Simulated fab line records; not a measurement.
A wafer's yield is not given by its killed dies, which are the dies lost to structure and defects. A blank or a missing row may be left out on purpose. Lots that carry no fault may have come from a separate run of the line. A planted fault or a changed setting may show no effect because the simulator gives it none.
Problem report, 8D (eight disciplines) form, completed by code :: flow sky130 :: the parts of the form that need people (team, actions taken, sign-off) are left out

== 1. WHAT IS WRONG ==
stripTimeToEndpointS at SKY_POLY_GATE_STRIP_18 reads a mean of 3.42 s on 9 wafers of 3 lots; wafers without a fault read 3.18 s with a standard deviation of 0.041. Relative to the usual mean, that is a shift of +5.8 standard deviations.
The step: strips in O2/N2.
Seen first at day 23 01:16 on plasmaAsher-01, wafer L870.1. The record has a number at this step for 33 wafers belonging to 11 lots. Rule for "out", or "out of limits": more than 4 standard deviations from the usual mean. All remaining wafers that have a number are taken as sound.

== 2. WHAT THIS IS AND IS NOT ==
question: which readings at this step
is: stripTimeToEndpointS
is not: drypumpMotorCurrentA

question: which lots
is: L870, L871, L873
is not: L852, L854, L855, L860, L869, L872, L874, L875

question: which wafers of those lots
is: all that have a number
is not: -

question: read on which tools
is: plasmaAsher-01, plasmaAsher-04
is not: plasmaAsher-03

question: when
is: from day 23 01:16
is not: up to then (15 sound wafers); but 9 sound wafers of L872, L874, L875 came after

== 3. THE SUSPECTS, EACH WITH WHAT RULES IT OUT ==
Counting: a tool at a process step up to the reading stays a suspect if it ran every lot that is out and no sound lot after the first of them.
- rieDiel-01 at SKY_POLY_GATE_ETCH_16 (etches Si3N4 in CH3F/O2, stops on poly-Si, time 147.5 s, target depth 75 nm): kept. Every lot that is out went through it, starting with L870 (day 23 01:07), and after that it ran no sound lot; the last sound lot it ran before then is L869 (day 22 18:49).
After counting, what remains is rieDiel-01 at SKY_POLY_GATE_ETCH_16.

== 4. THE CAUSE (what the simulator had put in) ==
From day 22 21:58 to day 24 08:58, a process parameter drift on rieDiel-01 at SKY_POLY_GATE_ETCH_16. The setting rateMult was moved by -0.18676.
This tool alone remained once counting was done.

== 5. THE EFFECT CHAIN, in route order ==
Each row: a reading whose mean over the struck wafers that have a number lies more than 3 standard deviations from the usual. Only readings for which the record gives a usual standard deviation are gone through. hours: the time from each lot's start at the first step in this table that gives one to its start at this step, as a median over the lots. sigmas: the change in usual standard deviations.
hours: 0
step: SKY_POLY_GATE_STRIP_18
reading: stripTimeToEndpointS
usual: 3.18 s
on struck wafers: 3.42
change: +0.24
sigmas: +5.8
Process steps it contains:
- SKY_POLY_GATE_STRIP_18: strips in O2/N2.

== 6. WHAT WOULD HAVE CAUGHT IT SOONER ==
In this record no reading fell out of limits until day 23 01:16, 3 hours after the fault had begun at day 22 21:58.
An alarm limit of 4 standard deviations would not have fired on the tool readings at SKY_POLY_GATE_ETCH_16 for which the record gives a usual standard deviation, since none of them was out on any struck wafer.
Of the lots that are out (3), L871, L873 began SKY_POLY_GATE_ETCH_16 on rieDiel-01 after day 23 01:16. A hold on the tool at that time would have spared those 2.
